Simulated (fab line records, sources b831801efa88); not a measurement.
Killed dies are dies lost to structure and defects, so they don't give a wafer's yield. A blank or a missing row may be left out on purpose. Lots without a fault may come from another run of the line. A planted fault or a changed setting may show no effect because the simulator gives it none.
fab line records | flow sky130
record lots=12 wafers=36 last_day=50
route steps=708 shown VIA1@481 METAL2@489 VIA2@508 PAD_OPEN@708
lots that met no fault: from a run of the same line without faults
start_h: hours from the record's first day to the start of the lot's first wafer shown | wait_h: hours since the lot's step before | " the same as in the row above | L1.1+2: a row that stands for several wafers | - no value, or no start given | * or withheld: withheld | < > ~ a bound
route shown NAME@n: a module of which the file shows steps, and the number in the route of the first | usual: mean/standard deviation of fault-free wafers | same: alike in all rows | chamber/n: place in a boat | sites: the reading at each site | _std_site: their standard deviation | _edge_site: outer sites' mean less inner sites' | radius_mm: how far each site lies from the wafer's centre | mask NAME#n: copy n | behind: the tool/chamber that last shaped the wafer | hold: why the lot was held/for how many hours/how that ended | device: the transistor (n, p or np) that didn't switch | end of line: the same wafers' tests at the end of the route | a step without rows: its recipe alone | killed: dies lost to structure and defects at the first sort, not the wafer's yield | map: a wafer's dies, x killed, . not, _ none there
set.NAME: the setting as run; set.NAME@STEP: as run at that earlier step | model.NAME: the simulator's own value behind a step, which no gauge read
steps of the route over a sample of lots; a table a step, a row a wafer
services: from which hour (start_h, from the record's first day; less than 0 if before it) a tool's chamber was out of use, for how many hours, and why
## steps
# step SKY_VIA1_THK_MEAS_23
# recipe thk_meas_gauge=xrf reads=W_of_VIA1_CVD_21
# usual VIA1_W_THK=272/4.6
# columns lot.wafer tool chamber start_h wait_h VIA1_W_THK[nm]
L959.1 film_metro-04 - 787.16 0.1 278
L959.4 " - " " 275
L959.5 " - " " 276
L961.2 film_metro-04 - 809.97 0.1 272
L961.5 " - " " 276
L961.6 " - " " 272
L965.3 film_metro-02 - 844.25 0.1 271
L965.5 " - " " 271
L965.6 " - " " 270
L966.1 film_metro-01 - 853.31 0.1 273
L966.2 " - " " 273
L966.5 " - " " 271
L967.3 film_metro-02 - 855.64 0.1 269
L967.4 " - " " 265
L967.5 " - " " 269
L973.2 film_metro-04 - 894.65 0.1 275
L973.3 " - " " 272
L973.5 " - " " 271
L975.1 film_metro-04 - 911.64 0.1 279
L975.4 " - " " 278
L975.5 " - " " 276
L976.1 film_metro-02 - 913.81 0.1 267
L976.2 " - " " 266
L976.4 " - " " 268
L978.2 film_metro-01 - 930.25 0.1 273
L978.3 " - " " 273
L978.6 " - " " 269
L979.1 film_metro-02 - 938.29 0.1 262
L979.2 " - " " 265
L979.3 " - " " 267
L980.1 film_metro-04 - 943.34 0.1 277
L980.4 " - " " 276
L980.5 " - " " 276
L982.1 film_metro-04 - 952.56 0.1 284
L982.3 " - " " 280
L982.4 " - " " 281
# step SKY_METAL2_THK_MEAS_06
# recipe thk_meas_gauge=xrf reads=AlCu_of_METAL2_SPUTTER_02
# usual METAL2_ALCU_THK=251.9/2.8
# columns lot.wafer tool chamber start_h wait_h METAL2_ALCU_THK[nm]
L959.1 film_metro-01 - 787.78 0.1 252.0
L959.4 " - " " 246.6
L959.5 " - " " 252.6
L961.2 film_metro-01 - 810.59 0.1 251.0
L961.5 " - " " 256.7
L961.6 " - " " 255.0
L965.3 film_metro-01 - 844.87 0.1 252.4
L965.5 " - " " 252.4
L965.6 " - " " 253.3
L966.1 film_metro-01 - 853.99 0.1 249.5
L966.2 " - " " 249.3
L966.5 " - " " 249.4
L967.3 film_metro-01 - 856.26 0.1 250.7
L967.4 " - " " 248.8
L967.5 " - " " 249.8
L973.2 film_metro-01 - 895.27 0.1 255.5
L973.3 " - " " 253.3
L973.5 " - " " 253.6
L975.1 film_metro-03 - 912.26 0.1 253.4
L975.4 " - " " 255.3
L975.5 " - " " 255.8
L976.1 film_metro-04 - 914.43 0.1 247.6
L976.2 " - " " 245.9
L976.4 " - " " 247.1
L978.2 film_metro-03 - 930.87 0.1 253.4
L978.3 " - " " 254.0
L978.6 " - " " 253.0
L979.1 film_metro-01 - 938.91 0.1 253.8
L979.2 " - " " 248.0
L979.3 " - " " 252.0
L980.1 film_metro-03 - 943.96 0.1 249.2
L980.4 " - " " 249.7
L980.5 " - " " 247.1
L982.1 film_metro-01 - 953.18 0.1 252.8
L982.3 " - " " 255.4
L982.4 " - " " 253.7
# step SKY_METAL2_ETCH_18
# recipe chemistry=N2/H2 target=BARC ion_energy_ev=200 bias_w=100 pressure_mtorr=30 n2_flow_sccm=100 h2_flow_sccm=200 icp_w=500 stop_on=SiO2 time_s=45.9 target_depth_a=600
# usual drypump_motor_current_A=5.7/0.44 n2_flow_sccm=100.00/0.3 oes_product_au=0.854/0.0045 throttle_valve_pct=13.225/0.0093
# same time_s=45.9
# columns lot.wafer tool chamber start_h wait_h drypump_motor_current_A n2_flow_sccm oes_product_au rf_hours_counter_h throttle_valve_pct
L959.1 rie_metal-04 0 814.20 0.0 5.1 99.79 0.856 7 13.221
L959.4 " 1 " " 5.7 100.05 0.856 - 13.226
L959.5 " 0 " " 5.1 100.38 0.848 - 13.225
L961.2 rie_metal-04 1 836.76 0.0 5.7 99.85 0.850 3 13.218
L961.5 " 0 " " 5.1 99.85 0.855 - 13.211
L961.6 " 1 " " 5.7 100.02 0.856 - 13.214
L965.3 rie_metal-04 0 871.50 0.0 5.1 100.20 0.854 - 13.226
L965.5 " 0 " " 5.1 100.70 0.866 - 13.230
L965.6 " 1 " " 5.7 99.83 0.733 - 13.217
L966.1 rie_metal-04 0 879.90 0.0 5.1 100.62 0.859 10 13.238
L966.2 " 1 " " 5.7 100.03 0.721 4 13.221
L966.5 " 1 " " 5.7 99.62 0.726 - 13.226
L967.3 rie_metal-02 0 882.42 0.0 6.2 99.69 0.852 - 13.224
L967.4 " 1 " " 5.8 100.23 0.856 - 13.240
L967.5 " 0 " " 6.2 99.70 0.856 - 13.241
L973.2 rie_metal-02 1 919.75 0.0 5.8 99.85 0.857 6 13.218
L973.3 " 0 " " 6.2 99.76 0.847 - 13.218
L973.5 " 0 " " 6.2 99.74 0.853 - 13.219
L975.1 rie_metal-04 0 937.32 0.0 5.1 100.27 0.853 13 13.247
L975.4 " 1 " " 5.7 100.28 0.850 - 13.217
L975.5 " 0 " " 5.1 100.46 0.853 - 13.215
L976.1 rie_metal-04 1 938.80 0.0 5.7 101.04 0.850 8 13.226
L976.2 " 0 " " 5.1 100.12 0.853 13 13.226
L976.4 " 0 " " 5.1 99.90 0.854 - 13.241
L978.2 rie_metal-03 0 954.70 0.0 5.5 99.42 0.853 14 13.224
L978.3 " 1 " " 6.5 99.99 0.851 - 13.229
L978.6 " 0 " " 5.5 99.56 0.854 - 13.233
L979.1 rie_metal-03 0 963.25 0.0 5.5 99.95 0.856 15 13.228
L979.2 " 1 " " 6.4 99.65 0.848 11 13.224
L979.3 " 0 " " 5.5 100.03 0.853 - 13.221
L980.1 rie_metal-02 1 968.93 0.0 5.8 100.22 0.863 9 13.217
L980.4 " 0 " " 6.2 99.99 0.860 - 13.210
L980.5 " 0 " " 6.2 99.77 0.856 - 13.217
L982.1 rie_metal-04 0 977.95 0.0 5.1 99.87 0.856 15 13.216
L982.3 " 1 " " 5.7 99.82 0.856 - 13.223
L982.4 " 0 " " 5.1 100.23 0.858 - 13.233
# step SKY_METAL2_STRIP_20
# recipe chemistry=O2/N2 power_w=1400 pressure_mtorr=1500 platen_temp_c=withheld o2_flow_sccm=3000 n2_flow_sccm=300 overash_fraction=0.5
# usual drypump_motor_current_A=5.3/0.51 n2_flow_sccm=300.0/0.93 o2_flow_sccm=3000/8.9 oes_product_au=0.343/0.0043 strip_time_to_endpoint_s=2.70/0.038
# columns lot.wafer tool chamber start_h wait_h drypump_motor_current_A n2_flow_sccm o2_flow_sccm oes_product_au rf_hours_counter_h strip_time_to_endpoint_s
L959.1 plasma_asher-02 0 814.35 0.1 6.2 299.2 2986 0.339 9 2.70
L959.4 " 0 " " 6.2 299.1 2990 0.346 - 2.72
L959.5 " 0 " " 6.2 300.1 2975 0.344 - 2.70
L961.2 plasma_asher-01 1 836.91 0.1 5.5 299.3 3010 0.348 37 2.77
L961.5 " 1 " " 5.5 298.6 3009 0.352 - 2.73
L961.6 " 0 " " 4.9 302.0 2991 0.342 - 2.75
L965.3 plasma_asher-02 1 871.67 0.1 5.8 300.8 2990 0.342 - 2.70
L965.5 " 1 " " 5.8 301.1 2990 0.347 - 2.71
L965.6 " 0 " " 6.2 299.8 3010 0.355 - 2.90
L966.1 plasma_asher-01 1 880.05 0.1 5.5 299.0 2983 0.347 42 2.77
L966.2 " 0 " " 4.9 300.0 3010 0.352 42 2.98
L966.5 " 1 " " 5.5 298.8 2980 0.356 - 2.94
L967.3 plasma_asher-03 0 882.59 0.1 5.7 299.4 2995 0.340 - 2.64
L967.4 " 1 " " 4.6 300.8 3007 0.340 - 2.65
L967.5 " 0 " " 5.7 299.4 2998 0.350 - 2.64
L973.2 plasma_asher-03 1 919.90 0.1 4.7 300.1 3010 0.339 81 2.66
L973.3 " 0 " " 5.7 299.0 2998 0.336 - 2.66
L973.5 " 0 " " 5.7 300.3 3004 0.341 - 2.64
L975.1 plasma_asher-01 0 937.48 0.1 4.9 299.3 3004 0.339 48 2.70
L975.4 " 0 " " 4.9 300.3 2994 0.351 - 2.71
L975.5 " 1 " " 5.5 300.7 3001 0.342 - 2.73
L976.1 plasma_asher-02 1 938.96 0.1 5.8 298.3 3005 0.346 23 2.75
L976.2 " 0 " " 6.2 299.2 2985 0.342 23 2.73
L976.4 " 1 " " 5.8 299.1 2990 0.336 - 2.77
L978.2 plasma_asher-01 0 954.85 0.1 5.0 298.5 3004 0.345 50 2.74
L978.3 " 1 " " 5.5 299.4 3005 0.341 - 2.65
L978.6 " 0 " " 5.0 299.4 2999 0.344 - 2.71
L979.1 plasma_asher-03 0 963.40 0.1 5.7 300.7 2999 0.347 86 2.72
L979.2 " 1 " " 4.6 298.2 3004 0.343 86 2.69
L979.3 " 1 " " 4.6 299.5 2996 0.341 - 2.71
L980.1 plasma_asher-03 0 969.09 0.1 5.7 301.5 3006 0.336 86 2.68
L980.4 " 0 " " 5.7 302.0 3013 0.335 - 2.70
L980.5 " 0 " " 5.7 300.6 3005 0.345 - 2.71
L982.1 plasma_asher-01 0 978.10 0.1 4.9 300.1 2987 0.345 52 2.69
L982.3 " 1 " " 5.5 300.4 3007 0.350 - 2.74
L982.4 " 0 " " 4.9 299.0 2990 0.342 - 2.73
# step SKY_VIA2_THK_MEAS_01
# recipe reads=SiO2_of_VIA2_HDPCVD_00
# usual VIA2_HDPCVD_THK=1182/11
# columns lot.wafer tool chamber start_h wait_h VIA2_HDPCVD_THK[nm]
L959.1 film_metro-02 - 815.07 0.1 1175
L959.4 " - " " 1194
L959.5 " - " " 1176
L961.2 film_metro-04 - 837.65 0.1 1183
L961.5 " - " " 1191
L961.6 " - " " 1176
L965.3 film_metro-03 - 872.40 0.1 1185
L965.5 " - " " 1177
L965.6 " - " " 1179
L966.1 film_metro-03 - 880.80 0.1 1186
L966.2 " - " " 1188
L966.5 " - " " 1197
L967.3 film_metro-03 - 883.31 0.1 1175
L967.4 " - " " 1158
L967.5 " - " " 1180
L973.2 film_metro-03 - 920.69 0.1 1177
L973.3 " - " " 1183
L973.5 " - " " 1184
L975.1 film_metro-03 - 938.20 0.1 1171
L975.4 " - " " 1175
L975.5 " - " " 1181
L976.1 film_metro-03 - 939.68 0.1 1185
L976.2 " - " " 1189
L976.4 " - " " 1210
L978.2 film_metro-02 - 955.62 0.1 1166
L978.3 " - " " 1170
L978.6 " - " " 1188
L979.1 film_metro-04 - 964.14 0.1 1191
L979.2 " - " " 1186
L979.3 " - " " 1200
L980.1 film_metro-04 - 969.81 0.1 1192
L980.4 " - " " 1203
L980.5 " - " " 1202
L982.1 film_metro-02 - 978.82 0.1 1186
L982.3 " - " " 1199
L982.4 " - " " 1188
# step SKY_PAD_OPEN_PROBE_99
# usual defect_limited_yield=82.6/1.9 killed_at_M0_to_M3=43/6.9 killed_at_M4_up=3.2/2 killed_at_contacts=25/5.1 killed_at_front_end=15/4.5 killed_at_other=0.2/0.51 killed_dies=85/9.5 killed_open=48/6.9 killed_short=38/6.7
# same gross_dies=492 killed_at_back_side=0
# columns lot.wafer tool chamber start_h wait_h defect_limited_yield[%] killed_at_M0_to_M3 killed_at_M4_up killed_at_contacts killed_at_front_end killed_at_other killed_dies killed_open killed_short
L959.1 prober-02 - 1070.15 0.1 85.4 43 1 17 11 0 72 41 31
L959.4 prober-02 - 1070.30 0.2 80.5 45 1 28 22 0 96 47 49
L959.5 prober-02 - 1070.35 0.2 81.3 46 2 31 13 0 92 54 38
L961.2 prober-02 - 1087.87 0.1 82.5 44 6 20 16 0 86 48 38
L961.5 prober-02 - 1088.02 0.2 83.3 38 2 24 18 0 82 46 36
L961.6 prober-02 - 1088.07 0.2 83.7 34 1 21 23 1 80 45 35
L965.3 prober-02 - 1117.76 0.2 81.7 48 5 19 17 1 90 48 42
L965.5 prober-02 - 1117.86 0.2 83.1 38 3 30 12 0 83 43 40
L965.6 prober-02 - 1117.91 0.2 82.5 56 2 23 5 0 86 48 38
L966.1 prober-01 - 1123.01 0.1 82.7 46 1 23 15 0 85 49 36
L966.2 prober-01 - 1123.06 0.1 82.5 40 3 28 15 0 86 44 42
L966.5 prober-01 - 1123.21 0.2 87.8 27 4 17 12 0 60 34 26
L967.3 prober-02 - 1124.15 0.2 85.2 39 1 15 18 0 73 43 30
L967.4 prober-02 - 1124.20 0.2 82.7 44 3 24 14 0 85 46 39
L967.5 prober-02 - 1124.25 0.2 80.9 51 3 25 15 0 94 58 36
L973.2 prober-02 - 1152.52 0.1 86.4 39 1 16 10 1 67 31 36
L973.3 prober-02 - 1152.57 0.2 82.1 43 2 29 14 0 88 56 32
L973.5 prober-02 - 1152.67 0.2 85.0 47 6 14 7 0 74 41 33
L975.1 prober-02 - 1165.47 0.1 82.3 41 4 30 12 0 87 50 37
L975.4 prober-02 - 1165.62 0.2 83.9 39 2 15 23 0 79 39 40
L975.5 prober-02 - 1165.67 0.2 77.8 59 2 28 20 0 109 59 50
L976.1 prober-01 - 1166.97 0.1 81.9 44 5 25 15 0 89 41 48
L976.2 prober-01 - 1167.02 0.1 81.7 39 2 28 19 2 90 54 36
L976.4 prober-01 - 1167.12 0.2 83.1 48 4 20 11 0 83 52 31
L978.2 prober-01 - 1178.01 0.1 82.9 57 2 14 11 0 84 45 39
L978.3 prober-01 - 1178.06 0.2 81.9 46 8 21 14 0 89 40 49
L978.6 prober-01 - 1178.21 0.2 84.1 38 2 28 9 1 78 47 31
L979.1 prober-02 - 1183.37 0.1 82.1 44 2 28 14 0 88 41 47
L979.2 prober-02 - 1183.42 0.1 82.7 37 7 26 14 1 85 46 39
L979.3 prober-02 - 1183.47 0.2 81.1 42 4 28 19 0 93 59 34
L980.1 prober-01 - 1187.28 0.1 83.5 28 4 35 13 1 81 40 41
L980.4 prober-01 - 1187.43 0.2 80.7 44 1 30 20 0 95 59 36
L980.5 prober-01 - 1187.48 0.2 86.4 32 2 17 16 0 67 39 28
L982.1 prober-01 - 1194.58 0.1 85.8 24 2 29 15 0 70 39 31
L982.3 prober-01 - 1194.68 0.2 82.5 39 2 33 12 0 86 49 37
L982.4 prober-01 - 1194.73 0.2 85.2 36 3 18 16 0 73 44 29
# killed by level:class
L959.1 VIA1:geometric_particle:open=14 LI_CONTACT:geometric_particle:open=6 METAL2:geometric_particle:short=6 VIA2:geometric_particle:open=6 CONTACT:geometric_particle:open=5 METAL1:geometric_particle:short=5 FIELD_ISO:geometric_particle:short=3 LOCAL_INTERCONNECT:geometric_particle:short=3
L959.4 CONTACT:geometric_particle:open=9 FIELD_ISO:geometric_particle:open=8 VIA1:geometric_particle:open=7 LI_CONTACT:geometric_particle:open=6 LOCAL_INTERCONNECT:geometric_particle:short=6 CONTACT:geometric_particle:short=6 VIA1:geometric_particle:short=6 VIA3:geometric_particle:open=6
L959.5 VIA1:geometric_particle:open=13 LI_CONTACT:geometric_particle:open=11 VIA3:geometric_particle:open=10 CONTACT:geometric_particle:open=6 LOCAL_INTERCONNECT:geometric_particle:short=5 VIA1:geometric_particle:short=5 METAL2:geometric_particle:short=5 CONTACT:geometric_particle:short=4
L961.2 VIA1:geometric_particle:open=12 VIA3:geometric_particle:open=8 LI_CONTACT:geometric_particle:open=6 CONTACT:geometric_particle:short=6 VIA1:geometric_particle:short=5 VIA2:geometric_particle:open=5 FIELD_ISO:geometric_particle:open=4 POLY_GATE:geometric_particle:short=4
L961.5 CONTACT:geometric_particle:open=11 FIELD_ISO:geometric_particle:open=7 VIA1:geometric_particle:open=6 VIA2:geometric_particle:open=6 VIA3:geometric_particle:open=6 CONTACT:geometric_particle:short=5 POLY_GATE:geometric_particle:short=4 METAL1:geometric_particle:short=4
L961.6 CONTACT:geometric_particle:open=8 POLY_GATE:geometric_particle:short=7 VIA2:geometric_particle:open=7 FIELD_ISO:geometric_particle:open=6 CONTACT:geometric_particle:short=6 VIA3:geometric_particle:open=6 VIA1:geometric_particle:open=5 LI_CONTACT:geometric_particle:open=4
L965.3 VIA1:geometric_particle:open=10 CONTACT:geometric_particle:open=9 FIELD_ISO:geometric_particle:short=7 VIA2:geometric_particle:open=7 LI_CONTACT:geometric_particle:open=6 METAL1:geometric_particle:short=6 VIA2:geometric_particle:short=6 POLY_GATE:geometric_particle:open=4
L965.5 CONTACT:geometric_particle:open=9 METAL2:geometric_particle:short=7 LI_CONTACT:geometric_particle:short=6 VIA1:geometric_particle:open=6 FIELD_ISO:geometric_particle:open=5 LI_CONTACT:geometric_particle:open=5 CONTACT:geometric_particle:short=5 VIA3:geometric_particle:open=5
L965.6 VIA1:geometric_particle:open=14 METAL1:geometric_particle:short=12 CONTACT:geometric_particle:open=11 VIA2:geometric_particle:open=7 VIA3:geometric_particle:open=5 METAL2:geometric_particle:short=5 LI_CONTACT:geometric_particle:short=4 VIA3:geometric_particle:short=4
L966.1 VIA1:geometric_particle:open=19 CONTACT:geometric_particle:open=7 LI_CONTACT:geometric_particle:short=6 LI_CONTACT:geometric_particle:open=6 FIELD_ISO:geometric_particle:short=5 VIA3:geometric_particle:open=5 METAL1:geometric_particle:short=3 VIA1:geometric_particle:short=3
L966.2 CONTACT:geometric_particle:open=10 VIA1:geometric_particle:open=10 FIELD_ISO:geometric_particle:short=6 LI_CONTACT:geometric_particle:open=6 METAL2:geometric_particle:short=6 CONTACT:geometric_particle:short=5 VIA3:geometric_particle:open=5 FIELD_ISO:geometric_particle:open=4
L966.5 CONTACT:geometric_particle:open=6 VIA1:geometric_particle:open=6 LI_CONTACT:geometric_particle:open=5 VIA2:geometric_particle:open=4 METAL1:geometric_particle:short=3 LI_CONTACT:geometric_particle:short=3 METAL4:geometric_particle:short=3 VIA1:geometric_particle:short=3
L967.3 VIA1:geometric_particle:open=11 FIELD_ISO:geometric_particle:open=9 METAL1:geometric_particle:short=7 CONTACT:geometric_particle:open=6 VIA3:geometric_particle:open=5 FIELD_ISO:geometric_particle:short=4 CONTACT:geometric_particle:short=4 VIA1:geometric_particle:short=4
L967.4 VIA1:geometric_particle:open=13 VIA2:geometric_particle:open=8 CONTACT:geometric_particle:open=7 POLY_GATE:geometric_particle:open=5 LI_CONTACT:geometric_particle:open=5 METAL2:geometric_particle:short=5 LOCAL_INTERCONNECT:geometric_particle:short=5 CONTACT:geometric_particle:short=4
L967.5 VIA1:geometric_particle:open=12 VIA3:geometric_particle:open=10 LI_CONTACT:geometric_particle:open=8 VIA2:geometric_particle:open=7 CONTACT:geometric_particle:open=6 CONTACT:geometric_particle:short=5 METAL2:geometric_particle:short=5 METAL1:geometric_particle:short=5
L973.2 METAL2:geometric_particle:short=9 CONTACT:geometric_particle:open=6 LOCAL_INTERCONNECT:geometric_particle:short=5 VIA1:geometric_particle:short=5 POLY_GATE:geometric_particle:open=4 VIA2:geometric_particle:open=4 LI_CONTACT:geometric_particle:open=4 METAL1:geometric_particle:short=4
L973.3 VIA1:geometric_particle:open=15 CONTACT:geometric_particle:open=12 VIA3:geometric_particle:open=8 LI_CONTACT:geometric_particle:open=8 METAL2:geometric_particle:short=6 FIELD_ISO:geometric_particle:open=4 FIELD_ISO:geometric_particle:short=3 LI_CONTACT:geometric_particle:short=3
L973.5 VIA1:geometric_particle:open=11 VIA1:geometric_particle:short=7 VIA3:geometric_particle:open=6 CONTACT:geometric_particle:open=5 METAL2:geometric_particle:short=5 VIA2:geometric_particle:open=5 FIELD_ISO:geometric_particle:open=4 LI_CONTACT:geometric_particle:open=4
L975.1 VIA1:geometric_particle:open=13 CONTACT:geometric_particle:open=11 VIA3:geometric_particle:open=7 LI_CONTACT:geometric_particle:open=6 CONTACT:geometric_particle:short=6 METAL1:geometric_particle:short=6 FIELD_ISO:geometric_particle:short=5 METAL2:geometric_particle:short=5
L975.4 FIELD_ISO:geometric_particle:short=8 CONTACT:geometric_particle:open=7 FIELD_ISO:geometric_particle:open=6 VIA1:geometric_particle:short=6 METAL1:geometric_particle:short=6 VIA1:geometric_particle:open=6 VIA2:geometric_particle:open=5 VIA2:geometric_particle:short=4
L975.5 CONTACT:geometric_particle:open=12 VIA3:geometric_particle:open=10 VIA1:geometric_particle:open=10 VIA1:geometric_particle:short=7 METAL1:geometric_particle:short=6 VIA3:geometric_particle:short=6 LI_CONTACT:geometric_particle:open=5 CONTACT:geometric_particle:short=5
L976.1 VIA1:geometric_particle:open=11 VIA1:geometric_particle:short=10 CONTACT:geometric_particle:short=7 CONTACT:geometric_particle:open=7 METAL2:geometric_particle:short=6 LI_CONTACT:geometric_particle:short=4 LI_CONTACT:geometric_particle:open=4 VIA2:geometric_particle:open=4
L976.2 CONTACT:geometric_particle:open=14 VIA1:geometric_particle:open=12 METAL1:geometric_particle:short=8 VIA2:geometric_particle:open=7 FIELD_ISO:geometric_particle:short=6 LI_CONTACT:geometric_particle:open=6 POLY_GATE:geometric_particle:short=4 CONTACT:geometric_particle:short=4
L976.4 VIA1:geometric_particle:open=19 CONTACT:geometric_particle:open=9 VIA2:geometric_particle:open=5 VIA3:geometric_particle:open=4 POLY_GATE:geometric_particle:open=4 LI_CONTACT:geometric_particle:open=4 LOCAL_INTERCONNECT:geometric_particle:short=4 METAL1:geometric_particle:short=4
L978.2 VIA3:geometric_particle:open=10 METAL1:geometric_particle:short=8 METAL2:geometric_particle:short=8 VIA1:geometric_particle:open=7 VIA1:geometric_particle:short=6 VIA2:geometric_particle:open=6 FIELD_ISO:geometric_particle:open=5 LI_CONTACT:geometric_particle:open=5
L978.3 VIA1:geometric_particle:open=10 CONTACT:geometric_particle:open=7 METAL1:geometric_particle:short=7 VIA2:geometric_particle:open=6 METAL4:geometric_particle:short=6 FIELD_ISO:geometric_particle:short=5 POLY_GATE:geometric_particle:short=5 VIA3:geometric_particle:short=5
L978.6 LI_CONTACT:geometric_particle:open=12 VIA1:geometric_particle:open=12 CONTACT:geometric_particle:open=9 METAL2:geometric_particle:short=6 METAL1:geometric_particle:short=5 VIA2:geometric_particle:open=4 POLY_GATE:geometric_particle:short=3 CONTACT:geometric_particle:short=3
L979.1 VIA1:geometric_particle:open=8 CONTACT:geometric_particle:short=8 VIA1:geometric_particle:short=8 CONTACT:geometric_particle:open=7 LI_CONTACT:geometric_particle:open=6 VIA3:geometric_particle:open=6 LOCAL_INTERCONNECT:geometric_particle:short=6 METAL1:geometric_particle:short=6
L979.2 CONTACT:geometric_particle:open=10 VIA1:geometric_particle:open=9 FIELD_ISO:geometric_particle:open=6 LOCAL_INTERCONNECT:geometric_particle:short=6 METAL4:geometric_particle:short=6 VIA1:geometric_particle:short=5 VIA3:geometric_particle:open=5 LI_CONTACT:geometric_particle:open=4
L979.3 CONTACT:geometric_particle:open=16 VIA1:geometric_particle:open=9 VIA3:geometric_particle:open=6 VIA2:geometric_particle:open=6 FIELD_ISO:geometric_particle:open=5 LI_CONTACT:geometric_particle:open=5 CONTACT:geometric_particle:short=5 METAL3:geometric_particle:short=5
L980.1 CONTACT:geometric_particle:short=11 LI_CONTACT:geometric_particle:open=9 CONTACT:geometric_particle:open=9 VIA1:geometric_particle:open=8 VIA3:geometric_particle:open=5 SPACER:geometric_particle:short=4 VIA1:geometric_particle:short=4 LI_CONTACT:geometric_particle:short=3
L980.4 FIELD_ISO:geometric_particle:open=9 LI_CONTACT:geometric_particle:open=9 CONTACT:geometric_particle:open=9 VIA3:geometric_particle:open=8 VIA1:geometric_particle:open=8 VIA2:geometric_particle:open=7 LI_CONTACT:geometric_particle:short=6 CONTACT:geometric_particle:short=5
L980.5 VIA1:geometric_particle:open=8 CONTACT:geometric_particle:open=6 VIA2:geometric_particle:open=5 METAL2:geometric_particle:short=5 VIA3:geometric_particle:open=5 LI_CONTACT:geometric_particle:open=4 FIELD_ISO:geometric_particle:open=4 POLY_GATE:geometric_particle:open=3
L982.1 CONTACT:geometric_particle:open=13 VIA1:geometric_particle:open=7 LI_CONTACT:geometric_particle:open=5 POLY_GATE:geometric_particle:open=4 LI_CONTACT:geometric_particle:short=4 LOCAL_INTERCONNECT:geometric_particle:short=4 POLY_GATE:geometric_particle:short=3 METAL1:geometric_particle:short=3
L982.3 VIA1:geometric_particle:open=11 CONTACT:geometric_particle:open=10 LI_CONTACT:geometric_particle:open=8 CONTACT:geometric_particle:short=7 VIA3:geometric_particle:open=6 POLY_GATE:geometric_particle:open=5 LOCAL_INTERCONNECT:geometric_particle:short=5 VIA1:geometric_particle:short=5
L982.4 CONTACT:geometric_particle:open=11 VIA3:geometric_particle:open=9 METAL1:geometric_particle:short=7 FIELD_ISO:geometric_particle:short=5 VIA1:geometric_particle:open=5 METAL2:geometric_particle:short=4 VIA2:geometric_particle:open=4 METAL3:geometric_particle:short=4
## services
# columns tool chamber start_h hours kind
plasma_asher-03 - 790.26 19.0 repair
plasma_asher-02 - 799.38 1.9 repair
rie_metal-04 0 801.66 11.3 repair
plasma_asher-01 - 804.78 1.5 repair
rie_metal-02 - 824.98 2.8 pm
rie_metal-02 - 831.19 0.7 repair
plasma_asher-02 - 849.75 0.4 repair
plasma_asher-01 - 866.85 5.1 repair
plasma_asher-02 - 888.90 4.2 repair
plasma_asher-01 - 913.97 2.1 repair
rie_metal-03 - 916.14 14.6 pm
plasma_asher-02 - 916.39 10.0 pm
plasma_asher-03 - 964.60 3.2 repair
## key
first_sign step=SKY_METAL2_ETCH_18 reading=oes_product_au direction=down sigmas=28 usual=0.854 struck=0.727
effect step=SKY_METAL2_STRIP_20 reading=strip_time_to_endpoint_s direction=up sigmas=6.2 usual=* struck=*
met_at SKY_METAL2_ETCH_18
struck_lots L965,L966
struck_wafers L965.6,L966.2,L966.5
not_acting_at SKY_VIA1_THK_MEAS_23,SKY_METAL2_THK_MEAS_06,SKY_VIA2_THK_MEAS_01
onset_between 836.76 871.50
fault kind=process_parameter_drift tool=rie_metal-04 chamber=1 onset_h=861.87 steps=SKY_METAL2_ETCH_18 channel=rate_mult offset=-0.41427 shape=step end_h=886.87
